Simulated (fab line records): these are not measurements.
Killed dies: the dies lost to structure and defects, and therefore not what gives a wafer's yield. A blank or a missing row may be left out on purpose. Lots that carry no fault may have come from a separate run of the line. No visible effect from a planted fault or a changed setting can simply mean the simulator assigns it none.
fab line records + flow sky130
record
- lots=14
- wafers=42
- lastDay=50
route steps=708 shown SONOS_ONO@173 POLY_GATE@232 LDD_N@250
lots with no fault: from the same line, run without faults
startH: hours from the record's first day to the start of the lot's first wafer shown + waitH: hours since the lot's step before + " identical to the entry in the row above + L1.1+2: one row covering several wafers at once + - no value present, or no start provided + * or withheld: withheld + < > ~ a bound
route shown NAME@n: names a module that has steps shown in the file, with the first one's number in the route + usual: mean/standard deviation of fault-free wafers + same: alike in all rows + chamber/n: place in a boat + sites: per-site readings + _std_site: standard deviation across them + _edge_site: inner sites' mean taken away from outer sites' mean + radiusMm: how far each site lies from the wafer's centre + mask NAME#n: copy n + behind: the last tool/chamber to shape the wafer + hold: why the lot went on hold/how many hours it stayed there/how the hold came to an end + device: the n, p or np transistor that did not switch + end of line: the route-end tests of the same wafers + a step without rows: its recipe alone + killed: dies lost to structure and defects at the first sort, not the wafer's yield + map: the dies of a wafer, with x for killed, . for not killed, _ for no die there
set.NAME: the setting that was run; set.NAME@STEP: the one run at that earlier step + model.NAME: the simulator's own value behind a step, which no gauge read
one table for each step of the route and one row for each wafer, over a sample of lots
services: a tool's chamber out of use, with start hour (startH, from the record's first day; less than 0 if before it), hours out, and reason
## steps
# step SKY_SONOS_ONO_THK_MEAS_05
# recipe
- reads=SiO2_of_SONOS_ONO_CVD_04
# usual
- SONOS_ONO_CVD_04_THK=5.76/0.11
| lot.wafer | tool         | chamber | startH | waitH | SONOS_ONO_CVD_04_THK[nm] |
|-----------|--------------|---------|--------|-------|--------------------------|
| L379.1    | filmMetro-04 | -       | 254.50 | 0.0   | 5.75                     |
| L379.4    | "            | -       | "      | "     | 5.67                     |
| L379.5    | "            | -       | "      | "     | 5.78                     |
| L381.2    | filmMetro-04 | -       | 274.09 | 0.0   | 5.76                     |
| L381.5    | "            | -       | "      | "     | 5.83                     |
| L381.6    | "            | -       | "      | "     | 5.79                     |
| L389.1    | filmMetro-04 | -       | 335.18 | 0.0   | 5.80                     |
| L389.2    | "            | -       | "      | "     | 5.70                     |
| L389.4    | "            | -       | "      | "     | 5.72                     |
| L390.3    | filmMetro-03 | -       | 343.29 | 0.0   | 5.78                     |
| L390.4    | "            | -       | "      | "     | 5.61                     |
| L390.6    | "            | -       | "      | "     | 5.59                     |
| L391.1    | filmMetro-02 | -       | 350.84 | 0.0   | 5.76                     |
| L391.4    | "            | -       | "      | "     | 5.71                     |
| L391.6    | "            | -       | "      | "     | 5.84                     |
| L392.1    | filmMetro-03 | -       | 358.61 | 0.0   | 5.73                     |
| L392.4    | "            | -       | "      | "     | 5.80                     |
| L392.5    | "            | -       | "      | "     | 5.79                     |
| L393.2    | filmMetro-02 | -       | 365.90 | 0.0   | 5.83                     |
| L393.3    | "            | -       | "      | "     | 5.71                     |
| L393.5    | "            | -       | "      | "     | 5.70                     |
| L394.1    | filmMetro-02 | -       | 372.53 | 0.0   | 5.83                     |
| L394.2    | "            | -       | "      | "     | 5.77                     |
| L394.3    | "            | -       | "      | "     | 5.81                     |
| L395.1    | filmMetro-03 | -       | 385.74 | 0.0   | 5.66                     |
| L395.4    | "            | -       | "      | "     | 5.63                     |
| L395.5    | "            | -       | "      | "     | 5.66                     |
| L397.1    | filmMetro-03 | -       | 396.89 | 0.0   | 5.73                     |
| L397.4    | "            | -       | "      | "     | 5.69                     |
| L397.6    | "            | -       | "      | "     | 5.69                     |
| L398.2    | filmMetro-04 | -       | 407.22 | 0.0   | 5.84                     |
| L398.3    | "            | -       | "      | "     | 5.81                     |
| L398.6    | "            | -       | "      | "     | 5.85                     |
| L399.1    | filmMetro-03 | -       | 417.47 | 0.0   | 5.94                     |
| L399.2    | "            | -       | "      | "     | 5.75                     |
| L399.3    | "            | -       | "      | "     | 5.93                     |
| L400.1    | filmMetro-03 | -       | 423.30 | 0.0   | 5.89                     |
| L400.4    | "            | -       | "      | "     | 5.75                     |
| L400.5    | "            | -       | "      | "     | 5.86                     |
| L401.2    | filmMetro-02 | -       | 432.39 | 0.0   | 5.58                     |
| L401.3    | "            | -       | "      | "     | 5.69                     |
| L401.4    | "            | -       | "      | "     | 5.58                     |
# step SKY_SONOS_ONO_CD_MEAS_13
# recipe
- targetCdNm=410
# usual
- cdNm=409.7/2
| lot.wafer | tool     | chamber | startH | waitH | cdNm  |
|-----------|----------|---------|--------|-------|-------|
| L379.1    | cdSem-02 | -       | 278.96 | 0.1   | 412.4 |
| L379.4    | "        | -       | "      | "     | 412.9 |
| L379.5    | "        | -       | "      | "     | 411.6 |
| L381.2    | cdSem-02 | -       | 298.98 | 0.1   | 408.6 |
| L381.5    | "        | -       | "      | "     | 410.9 |
| L381.6    | "        | -       | "      | "     | 409.1 |
| L389.1    | cdSem-02 | -       | 361.70 | 0.1   | 413.4 |
| L389.2    | "        | -       | "      | "     | 411.9 |
| L389.4    | "        | -       | "      | "     | 410.9 |
| L390.3    | cdSem-02 | -       | 371.04 | 0.1   | 410.8 |
| L390.4    | "        | -       | "      | "     | 412.9 |
| L390.6    | "        | -       | "      | "     | 412.5 |
| L391.1    | cdSem-01 | -       | 378.81 | 0.1   | 408.5 |
| L391.4    | "        | -       | "      | "     | 408.0 |
| L391.6    | "        | -       | "      | "     | 408.2 |
| L392.1    | cdSem-01 | -       | 386.76 | 0.1   | 412.3 |
| L392.4    | "        | -       | "      | "     | 412.0 |
| L392.5    | "        | -       | "      | "     | 409.7 |
| L393.2    | cdSem-02 | -       | 394.22 | 0.1   | 409.4 |
| L393.3    | "        | -       | "      | "     | 407.7 |
| L393.5    | "        | -       | "      | "     | 408.3 |
| L394.1    | cdSem-01 | -       | 401.56 | 0.1   | 411.2 |
| L394.2    | "        | -       | "      | "     | 410.8 |
| L394.3    | "        | -       | "      | "     | 410.0 |
| L395.1    | cdSem-02 | -       | 414.16 | 0.1   | 409.4 |
| L395.4    | "        | -       | "      | "     | 408.4 |
| L395.5    | "        | -       | "      | "     | 408.1 |
| L397.1    | cdSem-01 | -       | 425.75 | 0.1   | 411.8 |
| L397.4    | "        | -       | "      | "     | 409.8 |
| L397.6    | "        | -       | "      | "     | 409.6 |
| L398.2    | cdSem-01 | -       | 436.78 | 0.1   | 412.1 |
| L398.3    | "        | -       | "      | "     | 409.7 |
| L398.6    | "        | -       | "      | "     | 409.8 |
| L399.1    | cdSem-02 | -       | 448.31 | 0.1   | 412.2 |
| L399.2    | "        | -       | "      | "     | 411.8 |
| L399.3    | "        | -       | "      | "     | 408.7 |
| L400.1    | cdSem-01 | -       | 454.30 | 0.1   | 410.8 |
| L400.4    | "        | -       | "      | "     | 410.7 |
| L400.5    | "        | -       | "      | "     | 409.2 |
| L401.2    | cdSem-02 | -       | 463.62 | 0.1   | 411.2 |
| L401.3    | "        | -       | "      | "     | 412.0 |
| L401.4    | "        | -       | "      | "     | 413.2 |
# step SKY_POLY_GATE_STRIP_18
# recipe
- chemistry=O2/N2
- powerW=1400
- pressureMtorr=1500
- platenTempC=withheld
- o2FlowSccm=3000
- n2FlowSccm=300
- overashFraction=0.5
# usual
- drypumpMotorCurrentA=5.7/0.57
- oesProductAu=0.360/0.0044
- stripTimeToEndpointS=3.165/0.028
| lot.wafer | tool           | chamber | startH | waitH | drypumpMotorCurrentA | oesProductAu | rfHoursCounterH | stripTimeToEndpointS |
|-----------|----------------|---------|--------|-------|----------------------|--------------|-----------------|----------------------|
| L379.1    | plasmaAsher-04 | 1       | 367.14 | 0.0   | 5.5                  | 0.364        | 51              | 3.212                |
| L379.4    | "              | 1       | "      | "     | 5.5                  | 0.359        | -               | 3.163                |
| L379.5    | "              | 1       | "      | "     | 5.5                  | 0.362        | -               | 3.170                |
| L381.2    | plasmaAsher-04 | 0       | 390.39 | 0.0   | 6.3                  | 0.360        | 53              | 3.116                |
| L381.5    | "              | 0       | "      | "     | 6.3                  | 0.357        | -               | 3.133                |
| L381.6    | "              | 1       | "      | "     | 5.4                  | 0.359        | -               | 3.141                |
| L389.1    | plasmaAsher-03 | 0       | 459.39 | 0.0   | 5.7                  | 0.361        | 35              | 3.162                |
| L389.2    | "              | 1       | "      | "     | 4.6                  | 0.358        | 35              | 3.154                |
| L389.4    | "              | 1       | "      | "     | 4.6                  | 0.360        | -               | 3.193                |
| L390.3    | plasmaAsher-03 | 1       | 471.02 | 0.1   | 4.6                  | 0.358        | -               | 3.161                |
| L390.4    | "              | 0       | "      | "     | 5.7                  | 0.361        | -               | 3.205                |
| L390.6    | "              | 1       | "      | "     | 4.6                  | 0.360        | -               | 3.200                |
| L391.1    | plasmaAsher-04 | 0       | 477.84 | 0.0   | 6.3                  | 0.361        | 62              | 3.219                |
| L391.4    | "              | 0       | "      | "     | 6.3                  | 0.363        | -               | 3.149                |
| L391.6    | "              | 1       | "      | "     | 5.5                  | 0.358        | -               | 3.113                |
| L392.1    | plasmaAsher-04 | 1       | 484.85 | 0.0   | 5.4                  | 0.362        | 63              | 3.160                |
| L392.4    | "              | 1       | "      | "     | 5.5                  | 0.355        | -               | 3.132                |
| L392.5    | "              | 0       | "      | "     | 6.3                  | 0.349        | -               | 3.116                |
| L393.2    | plasmaAsher-03 | 0       | 494.24 | 0.0   | 5.7                  | 0.357        | 38              | 3.207                |
| L393.3    | "              | 1       | "      | "     | 4.7                  | 0.359        | -               | 3.168                |
| L393.5    | "              | 1       | "      | "     | 4.7                  | 0.354        | -               | 3.182                |
| L394.1    | plasmaAsher-02 | 1       | 502.04 | 0.0   | 5.9                  | 0.363        | 84              | 3.216                |
| L394.2    | "              | 0       | "      | "     | 6.2                  | 0.360        | 84              | 3.148                |
| L394.3    | "              | 1       | "      | "     | 5.9                  | 0.362        | -               | 3.184                |
| L395.1    | plasmaAsher-02 | 1       | 514.24 | 0.0   | 5.8                  | 0.355        | 85              | 3.143                |
| L395.4    | "              | 1       | "      | "     | 5.8                  | 0.362        | -               | 3.074                |
| L395.5    | "              | 0       | "      | "     | 6.2                  | 0.360        | -               | 3.114                |
| L397.1    | plasmaAsher-02 | 1       | 526.89 | 0.0   | 5.8                  | 0.363        | 86              | 3.136                |
| L397.4    | "              | 0       | "      | "     | 6.2                  | 0.362        | -               | 3.176                |
| L397.6    | "              | 0       | "      | "     | 6.2                  | 0.358        | -               | 3.150                |
| L398.2    | plasmaAsher-04 | 0       | 535.55 | 0.0   | 6.3                  | 0.363        | 67              | 3.149                |
| L398.3    | "              | 1       | "      | "     | 5.5                  | 0.366        | -               | 3.206                |
| L398.6    | "              | 1       | "      | "     | 5.5                  | 0.363        | -               | 3.181                |
| L399.1    | plasmaAsher-03 | 1       | 546.20 | 0.0   | 4.7                  | 0.355        | 43              | 3.150                |
| L399.2    | "              | 0       | "      | "     | 5.7                  | 0.370        | 43              | 3.198                |
| L399.3    | "              | 1       | "      | "     | 4.7                  | 0.357        | -               | 3.152                |
| L400.1    | plasmaAsher-03 | 1       | 553.04 | 0.0   | 4.6                  | 0.365        | 43              | 3.188                |
| L400.4    | "              | 0       | "      | "     | 5.7                  | 0.359        | -               | 3.190                |
| L400.5    | "              | 0       | "      | "     | 5.7                  | 0.367        | -               | 3.176                |
| L401.2    | plasmaAsher-02 | 1       | 560.95 | 0.0   | 5.8                  | 0.353        | 90              | 3.161                |
| L401.3    | "              | 1       | "      | "     | 5.8                  | 0.367        | -               | 3.167                |
| L401.4    | "              | 0       | "      | "     | 6.2                  | 0.358        | -               | 3.171                |
# step SKY_LDD_N_IMPLANT_13
# recipe
- species=BF2
- energyKev=50
- doseCm2=5e+12
- tiltDeg=30
- rotationDeg=90
# usual
- beamEnergyKeV=50.003/0.014
- beamOnS=10.02/0.18
| lot.wafer | tool         | chamber | startH | waitH | beamEnergyKeV | beamOnS |
|-----------|--------------|---------|--------|-------|---------------|---------|
| L379.1    | implanter-01 | 0       | 398.09 | 0.1   | 50.003        | 9.97    |
| L379.4    | "            | 0       | "      | "     | 49.996        | 10.17   |
| L379.5    | "            | 0       | "      | "     | 50.025        | 9.70    |
| L381.2    | implanter-03 | 0       | 424.76 | 0.1   | 50.003        | 10.07   |
| L381.5    | "            | 0       | "      | "     | 49.983        | 10.38   |
| L381.6    | "            | 0       | "      | "     | 49.989        | 9.93    |
| L389.1    | implanter-04 | -       | 494.40 | 0.1   | -             | -       |
| L389.2    | "            | -       | "      | "     | -             | -       |
| L389.4    | "            | -       | "      | "     | -             | -       |
| L390.3    | implanter-01 | -       | 503.75 | 0.1   | -             | -       |
| L390.4    | "            | -       | "      | "     | -             | -       |
| L390.6    | "            | -       | "      | "     | -             | -       |
| L391.1    | implanter-01 | 0       | 511.04 | 0.1   | 50.003        | 10.02   |
| L391.4    | "            | 0       | "      | "     | 49.997        | 9.80    |
| L391.6    | "            | 0       | "      | "     | 50.013        | 9.96    |
| L392.1    | implanter-04 | 0       | 518.69 | 0.1   | 50.007        | 10.01   |
| L392.4    | "            | 0       | "      | "     | 49.986        | 9.74    |
| L392.5    | "            | 0       | "      | "     | 50.017        | 9.94    |
| L393.2    | implanter-03 | 0       | 527.27 | 0.1   | 49.994        | 10.05   |
| L393.3    | "            | 0       | "      | "     | 50.006        | 10.23   |
| L393.5    | "            | 0       | "      | "     | 50.006        | 10.08   |
| L394.1    | implanter-04 | 0       | 533.40 | 0.1   | 50.005        | 10.08   |
| L394.2    | "            | 0       | "      | "     | 50.018        | 9.88    |
| L394.3    | "            | 0       | "      | "     | 50.013        | 9.96    |
| L395.1    | implanter-03 | 0       | 546.13 | 0.1   | 50.005        | 10.03   |
| L395.4    | "            | 0       | "      | "     | 49.997        | 10.26   |
| L395.5    | "            | 0       | "      | "     | 50.000        | 10.18   |
| L397.1    | implanter-04 | 0       | 559.13 | 0.1   | 50.018        | 10.38   |
| L397.4    | "            | 0       | "      | "     | 50.012        | 10.21   |
| L397.6    | "            | 0       | "      | "     | 50.012        | 9.90    |
| L398.2    | implanter-03 | 0       | 567.52 | 0.1   | 50.014        | 10.15   |
| L398.3    | "            | 0       | "      | "     | 50.016        | 10.18   |
| L398.6    | "            | 0       | "      | "     | 50.008        | 10.05   |
| L399.1    | implanter-04 | 0       | 577.95 | 0.1   | 49.992        | 9.84    |
| L399.2    | "            | 0       | "      | "     | 49.981        | 10.17   |
| L399.3    | "            | 0       | "      | "     | 49.987        | 9.94    |
| L400.1    | implanter-01 | 0       | 585.00 | 0.1   | 50.032        | 10.01   |
| L400.4    | "            | 0       | "      | "     | 50.006        | 9.93    |
| L400.5    | "            | 0       | "      | "     | 49.984        | 9.90    |
| L401.2    | implanter-03 | 0       | 592.07 | 0.1   | 50.002        | 10.05   |
| L401.3    | "            | 0       | "      | "     | 50.001        | 10.10   |
| L401.4    | "            | 0       | "      | "     | 49.988        | 10.05   |
## services
| tool           | chamber | startH | hours | kind   |
|----------------|---------|--------|-------|--------|
| plasmaAsher-04 | -       | 348.73 | 13.9  | repair |
| plasmaAsher-02 | -       | 367.86 | 12.4  | repair |
| implanter-01   | -       | 369.07 | 5.0   | repair |
| implanter-03   | -       | 369.17 | 1.3   | repair |
| plasmaAsher-04 | -       | 407.49 | 2.8   | pm     |
| plasmaAsher-03 | -       | 463.79 | 1.7   | repair |
| implanter-04   | -       | 469.93 | 3.1   | repair |
| plasmaAsher-03 | -       | 471.92 | 1.0   | repair |
| implanter-03   | -       | 478.02 | 2.3   | pm     |
| plasmaAsher-04 | -       | 490.14 | 3.5   | repair |
| implanter-01   | -       | 492.68 | 4.7   | pm     |
| plasmaAsher-03 | -       | 496.46 | 1.6   | repair |
| implanter-03   | -       | 511.60 | 5.5   | repair |
| implanter-01   | -       | 535.63 | 1.9   | repair |
## key
firstSign
- step=SKY_LDD_N_IMPLANT_13
- reading=toolRecord
- direction=missing
effect none on later readings
metAt SKY_LDD_N_IMPLANT_13
struckLots L389,L390
laterRowsLeftOut L389.1,L389.2,L389.4,L390.3,L390.4,L390.6
sortLeftOut L389.1,L389.2,L389.4,L390.3,L390.4,L390.6
testerLeftOut L389,L390
notActingAt SKY_SONOS_ONO_THK_MEAS_05,SKY_SONOS_ONO_CD_MEAS_13,SKY_POLY_GATE_STRIP_18
onsetBetween 398.09 494.40
fault
- kind=skippedStepWhole
- tool=implanter-01,implanter-04
- chamber=-
- onsetH=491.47
- steps=SKY_LDD_N_IMPLANT_13
- scope=struckLotsOnly
# testerLeftOut: of these lots the tester's yield and bins aren't shown, on N5 and GAA mostly nor the transistor test; their killed dies are dies lost to structure and defects alone, not to doping, threshold or leakage, so they don't give the yield
# sortLeftOut: the simulated sort isn't trusted on such a fault, so these wafers' sort isn't shown, and their yield isn't known
# laterRowsLeftOut: the simulator's readings of these wafers behind a module that went badly wrong aren't trusted and aren't shown, but for the sort
